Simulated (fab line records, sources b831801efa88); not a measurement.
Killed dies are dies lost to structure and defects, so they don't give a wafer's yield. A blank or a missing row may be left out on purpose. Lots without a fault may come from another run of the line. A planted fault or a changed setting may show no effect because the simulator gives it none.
A struck lot beside a sound one | flow gf180mcu | 44 steps out of a route of 602
Sound: wafers L928.2, L928.4, L928.6. Struck: wafers L938.2, L938.3, L938.5. The cause comes at the end.
At each step with rows: each side's tool, then ch and its chambers, then its first start. Under that, the readings that differ: sound wafers | struck wafers | difference of the means | sigmas: that difference in standard deviations of wafers without a fault.
alike: readings whose means differ by less than 2 such deviations, and words and numbers that are the same on both sides. not compared: withheld readings, readings that some wafer has no value for, bounds like >300 that may hide the same value, and numbers for which the record gives no deviation and whose values overlap.
The two part at a step that has a row with sigmas, a row that says differs or no value, or rows on one side only. Numbers that don't overlap but have no deviation are shown without sigmas and don't part them. A reading that every wafer of one side lacks parts them only if that side has two wafers or more.

first, 2 steps without rows for these wafers: GF_NWELL_IMPLANT_08; GF_NWELL_IMPLANT_09.
GF_NWELL_STRIP_10: strips in O2/N2.
  sound on plasma_asher-03 ch 0,1, day 5 02:08; struck on plasma_asher-01 ch 0,1, day 7 10:37
  alike: chamber_pressure_mTorr, drypump_motor_current_A, heater_power_w, n2_flow_sccm, oes_product_au, strip_time_to_endpoint_s
  not compared: rf_hours_counter_h
GF_NWELL_TW_MEAS_11:
  sound on film_metro-01, day 5 02:14; struck on film_metro-04, day 7 10:44
  alike: NWELL_TW
then, 7 steps without rows for these wafers: GF_LVPWELL_DEHYDRATE_00 (time 60 s); GF_LVPWELL_HMDS_01 (prime time 60 s); GF_LVPWELL_COAT_02 (resist thk 3000 nm); GF_LVPWELL_SOFTBAKE_03; GF_LVPWELL_EXPOSE_04 (exposes mask LVPWELL, target cd 600 nm); GF_LVPWELL_PEB_05; GF_LVPWELL_DEVELOP_06 (develop time 60 s).
GF_LVPWELL_OVL_MEAS_07:
  sound on overlay-02, day 5 16:11; struck on overlay-01, day 8 02:56
  alike: LVPWELL_OVL
GF_LVPWELL_IMPLANT_08:
  sound on implanter-03 ch 0, day 5 16:15; struck on implanter-02 ch 0, day 8 03:00
  reading       | sound                            | struck                           | difference  | sigmas
  dose_ions_cm2 | 1.4999e+13 1.4981e+13 1.4991e+13 | 1.5572e+13 1.5561e+13 1.5528e+13 | +5.6333e+11 | +33
  alike: beam_on_s, tilt_deg
then, 1 step without rows for these wafers: GF_LVPWELL_IMPLANT_09.
GF_LVPWELL_STRIP_10: strips in O2/N2.
  sound on plasma_asher-04 ch 0,1, day 5 16:31; struck on plasma_asher-01 ch 0, day 8 03:16
  alike: chamber_pressure_mTorr, drypump_motor_current_A, heater_power_w, n2_flow_sccm, oes_product_au, strip_time_to_endpoint_s
  not compared: rf_hours_counter_h
GF_LVPWELL_TW_MEAS_11:
  sound on film_metro-01, day 5 16:38; struck on film_metro-04, day 8 03:23
  reading    | sound       | struck      | difference | sigmas
  LVPWELL_TW | 560 559 561 | 569 569 570 | +9         | +3
then, 7 steps without rows for these wafers: GF_MVSD_DEHYDRATE_00 (time 60 s); GF_MVSD_HMDS_01 (prime time 60 s); GF_MVSD_COAT_02 (resist thk 3000 nm); GF_MVSD_SOFTBAKE_03; GF_MVSD_EXPOSE_04 (exposes mask MVSD, target cd 1000 nm); GF_MVSD_PEB_05; GF_MVSD_DEVELOP_06 (develop time 60 s).
GF_MVSD_OVL_MEAS_07:
  sound on overlay-01, day 6 07:21; struck on overlay-02, day 8 19:56
  alike: MVSD_OVL
then, 2 steps without rows for these wafers: GF_MVSD_IMPLANT_08; GF_MVSD_IMPLANT_09.
GF_MVSD_STRIP_10: strips in O2/N2.
  sound on plasma_asher-04 ch 0,1, day 6 07:41; struck on plasma_asher-01 ch 1, day 8 20:16
  alike: chamber_pressure_mTorr, drypump_motor_current_A, heater_power_w, n2_flow_sccm, oes_product_au, strip_time_to_endpoint_s
  not compared: rf_hours_counter_h
GF_MVSD_TW_MEAS_11:
  sound on film_metro-03, day 6 07:47; struck on film_metro-01, day 8 20:23
  alike: MVSD_TW
then, 7 steps without rows for these wafers: GF_MVPSD_DEHYDRATE_00 (time 60 s); GF_MVPSD_HMDS_01 (prime time 60 s); GF_MVPSD_COAT_02 (resist thk 3000 nm); GF_MVPSD_SOFTBAKE_03; GF_MVPSD_EXPOSE_04 (exposes mask MVPSD, target cd 1000 nm); GF_MVPSD_PEB_05; GF_MVPSD_DEVELOP_06 (develop time 60 s).
GF_MVPSD_OVL_MEAS_07:
  sound on overlay-02, day 6 22:39; struck on overlay-02, day 9 13:38
  alike: MVPSD_OVL
then, 2 steps without rows for these wafers: GF_MVPSD_IMPLANT_08; GF_MVPSD_IMPLANT_09.
GF_MVPSD_STRIP_10: strips in O2/N2.
  sound on plasma_asher-04 ch 0,1, day 6 22:59; struck on plasma_asher-04 ch 0,1, day 9 13:58
  alike: chamber_pressure_mTorr, drypump_motor_current_A, heater_power_w, n2_flow_sccm, oes_product_au, strip_time_to_endpoint_s
  not compared: rf_hours_counter_h
GF_MVPSD_TW_MEAS_11:
  sound on film_metro-04, day 6 23:05; struck on film_metro-01, day 9 14:05
  alike: MVPSD_TW
then, 2 steps without rows for these wafers: GF_VT_IMPLANT_DEHYDRATE_00 (time 60 s); GF_VT_IMPLANT_HMDS_01 (prime time 60 s).
-- the record jumps here: 3 days lie between the struck wafers' starts before and after --
GF_VT_IMPLANT_RS_MEAS_48: measures by four-point-probe.
  sound on film_metro-01, day 9 17:47; struck on film_metro-04, day 12 16:06
  reading             | sound                | struck               | difference | sigmas
  LVPWELL_RS (ohm/sq) | 1194.0 1190.9 1194.9 | 1172.8 1175.6 1176.4 | -18.3      | -6
then, 1 step without rows for these wafers: GF_PASSIVATION_PROBE_99.

WHERE THEY PART
First at GF_LVPWELL_IMPLANT_08; last, within this record, at GF_VT_IMPLANT_RS_MEAS_48.

WHY: what the simulator had put in
Process parameter drift: implanter-02, from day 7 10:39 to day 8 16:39, at GF_LVPWELL_IMPLANT_08. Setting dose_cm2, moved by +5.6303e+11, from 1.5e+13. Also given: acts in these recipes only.
